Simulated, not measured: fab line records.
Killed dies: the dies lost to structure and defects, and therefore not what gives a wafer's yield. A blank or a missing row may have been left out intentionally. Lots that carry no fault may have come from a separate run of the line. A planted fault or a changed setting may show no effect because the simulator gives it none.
A lot that was struck, set against a sound lot    flow sky130    14 out of 708 route steps
Sound: wafers L146.2, L146.3, L146.6. Struck: wafers L137.2, L137.5, L137.6. At the end, the cause is stated.
For every step that has rows: the tool of each side, followed by ch and its chambers, followed by its first start. Under that, the readings that differ: sound wafers    struck wafers    difference of the means    sigmas: that difference in standard deviations of wafers without a fault.
alike: readings whose means differ by less than 2 such deviations, and words and numbers that are the same on both sides. not compared: withheld readings, readings that some wafer has no value for, bounds like >300 that may hide the same value, and numbers for which the record gives no deviation and whose values overlap.
The two part at a step that has a row with sigmas, a row that says differs or no value, or rows on one side only. Non-overlapping numbers with no deviation appear without sigmas and do not part them. Lack of a reading on every wafer of one side parts them only where that side has two or more wafers.

SKY_LI_CONTACT_CD_MEAS_12: the cd target is 170 nm.
  sound on cd sem-01 at day 34 23:20; struck on cd sem-02 at day 32 15:46
  alike: cd nm
SKY_LI_CONTACT_OVL_MEAS_13:
  sound on overlay-02 at day 34 23:26; struck on overlay-02 at day 32 15:52
  alike: LI_CONTACT_OVL
SKY_LI_CONTACT_ETCH_14: etches BARC in N2/H2, stops on SiO2, time 45.9 s, target depth 60 nm.
  sound on rie diel-04 ch 0,2, day 34 23:28; struck on rie diel-04 ch 2,3, day 32 15:54
  alike: drypump motor current A, oes product au, rf fwd power W, throttle valve pct
  not compared: rf hours counter h
SKY_LI_CONTACT_ETCH_15: etches PSG in C4F8/O2/Ar, stops on Si, target depth 600 nm.
  sound on rie diel-04 ch 0,2, day 34 23:31; struck on rie diel-04 ch 2,3, day 32 15:56
  alike: oes product au, rf fwd power W
SKY_LI_CONTACT_STRIP_16: strips in O2/N2.
  sound on plasma asher-03 ch 0,1, day 34 23:36; struck on plasma asher-03 ch 0,1, day 32 16:01
  alike: drypump motor current A, oes product au, strip time to endpoint s
  not compared: rf hours counter h
then, 2 steps without rows for these wafers: SKY_LI_CONTACT_CLEAN_17 (cleans in NMP, time 600 s); SKY_LI_CONTACT_PRE_CLEAN_18 (time 5.6 s).
SKY_LI_CONTACT_SPUTTER_19: material Ti, target thk 20 nm, time 106.37 s.
  sound on pvd sputter-01 at day 34 23:54; struck on pvd sputter-01 at day 32 16:19
  alike: throttle valve pct
SKY_LI_CONTACT_SPUTTER_20: material TiN, target thk 20 nm, time 80 s.
  sound on pvd sputter-01 at day 34 23:58; struck on pvd sputter-01 at day 32 16:23
  alike: throttle valve pct
then, 1 step without rows for these wafers: SKY_LI_CONTACT_CVD_21 (deposits W, target thk 400 nm, time 120.56 s).
SKY_LI_CONTACT_RS_MEAS_22: measures by four-point-probe.
  sound on film metro-04 at day 35 00:11; struck on film metro-02 at day 32 16:44
reading                   sound              struck             difference  sigmas
LI_CONTACT_W_RS (ohm/sq)  0.284 0.290 0.290  0.277 0.278 0.275  -0.011      -2
SKY_LI_CONTACT_THK_MEAS_23: measures by xrf.
  sound on film metro-04 at day 35 00:17; struck on film metro-02 at day 32 16:50
  alike: LI_CONTACT_W_THK
SKY_LI_CONTACT_CMP_24: polishes, stops on PSG, t overpolish 20 s, target thk 0 nm.
  sound on cmp-02 ch 0,1, day 35 00:20; struck on cmp-01 ch 0,1,3, day 32 16:59
  no value came back on the struck wafers for any of 6 readings (edge zone pressure frac, head pressure psi (psi) and others); on the sound wafers edge zone pressure frac reads 1.003 1.005 1.009
reading                                        sound              struck           difference  sigmas
model.W_of_LI_CONTACT_CVD_21.thk nm (nm)       0 0 0              409.2 408 412.7  +410.0      
model.PSG_of_LI_CONTACT_HDPCVD_00.thk nm (nm)  587.6 584.8 586.9  594 592.2 591.9  +6          
-- here the record skips 16 days between the struck wafers' starts before and after, leaving off in module LI_CONTACT and picking up in module PAD_OPEN (first step shown: number 708 of the route) --
SKY_PAD_OPEN_PROBE_99:
  only the struck wafers here have rows in the record (prober-02, day 48 08:21); the sound ones have none

## WHERE THEY PART
Earliest at SKY_LI_CONTACT_RS_MEAS_22; latest, in this record, at SKY_PAD_OPEN_PROBE_99.

WHY: what had been put in by the simulator
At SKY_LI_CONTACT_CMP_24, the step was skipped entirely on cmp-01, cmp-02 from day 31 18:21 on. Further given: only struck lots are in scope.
